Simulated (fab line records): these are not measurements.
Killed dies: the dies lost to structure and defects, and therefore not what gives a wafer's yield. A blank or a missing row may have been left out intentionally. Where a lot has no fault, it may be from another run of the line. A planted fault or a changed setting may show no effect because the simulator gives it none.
What tool caused it? | flow sky130 | 11 lots, 33 wafers sampled, at 3 steps of a route of 708

== WHAT EACH GAUGE READ, for each wafer ==
SKY_NWELL_OVL_MEAS_10.
lot  | measured     | on         | NWELL_00_OVL (nm)
L633 | day 5 02:58  | overlay-01 | -2.7 1.8 -2.3
L647 | day 8 09:21  | overlay-01 | 1.0 -1.6 1.4
L648 | day 8 14:22  | overlay-02 | 0.6 0.3 0.9
L649 | day 8 15:29  | overlay-01 | 0.8 -1.5 0.7
L650 | day 8 21:52  | overlay-02 | -1.4 0.3 -1.1
L651 | day 9 07:02  | overlay-02 | 2.3 1.1 -0.2
L652 | day 9 13:08  | overlay-02 | 2.1 1.5 0.3
L655 | day 10 02:34 | overlay-02 | 1.0 0.4 0.3

== WHAT TOOL EACH LOT RAN ON (gives the tool, then ch and the chambers of the sampled wafers, and finally the start) ==
lot  | SKY_FIELD_ISO_ETCH_15             | SKY_FIELD_ISO_STRIP_16
L633 | rie-diel-01 ch 1,2, day 2 13:07   | plasma-asher-04 ch 0,1, day 2 13:12
L636 | rie-diel-04 ch 0,1,3, day 3 02:04 | plasma-asher-03 ch 0,1, day 3 02:08
L637 | rie-diel-01 ch 1,2,3, day 3 07:55 | plasma-asher-01 ch 0,1, day 3 07:58
L638 | rie-diel-02 ch 1,2,3, day 3 13:28 | plasma-asher-04 ch 0,1, day 3 13:32
L647 | rie-diel-04 ch 0,1,3, day 5 10:13 | plasma-asher-03 ch 0,1, day 5 10:16
L648 | rie-diel-01 ch 0,1, day 5 16:22   | plasma-asher-03 ch 0,1, day 5 16:25
L649 | rie-diel-01 ch 2,3, day 5 19:40   | plasma-asher-03 ch 0,1, day 5 19:44
L650 | rie-diel-04 ch 0,3, day 6 00:55   | plasma-asher-01 ch 0,1, day 6 00:58
L651 | rie-diel-04 ch 0,2,3, day 6 09:19 | plasma-asher-03 ch 0,1, day 6 09:24
L652 | rie-diel-02 ch 0,1,3, day 6 14:55 | plasma-asher-01 ch 0,1, day 6 14:59
L655 | rie-diel-01 ch 1,2, day 7 04:01   | plasma-asher-04 ch 0,1, day 7 04:07
- SKY_FIELD_ISO_ETCH_15: etches the open film in CHF3/O2, stops on Si, target depth 180 nm, time 72 s.
- SKY_FIELD_ISO_STRIP_16: strips in O2/N2.

== THE ANSWER, worked out from the rows above alone ==
Rule: what is usual is taken from the lots themselves. Put in order of their means at a reading, lots are off if they are a third of the lots or fewer, leave a main group of 4 or more, and stand apart from it by a gap of 3 or more times the standard deviation of the main group's means; of several such gaps the widest counts. A main group is skipped when, at the precision printed for the reading in the tables above, its means are all equal. A lot without any number at a reading at which 4 lots or more have one is off too. All remaining lots with rows at the step are treated as sound.
None of the lots is off at any reading shown; this tells nothing.

== WHAT WAS PUT IN BY THE SIMULATOR ==
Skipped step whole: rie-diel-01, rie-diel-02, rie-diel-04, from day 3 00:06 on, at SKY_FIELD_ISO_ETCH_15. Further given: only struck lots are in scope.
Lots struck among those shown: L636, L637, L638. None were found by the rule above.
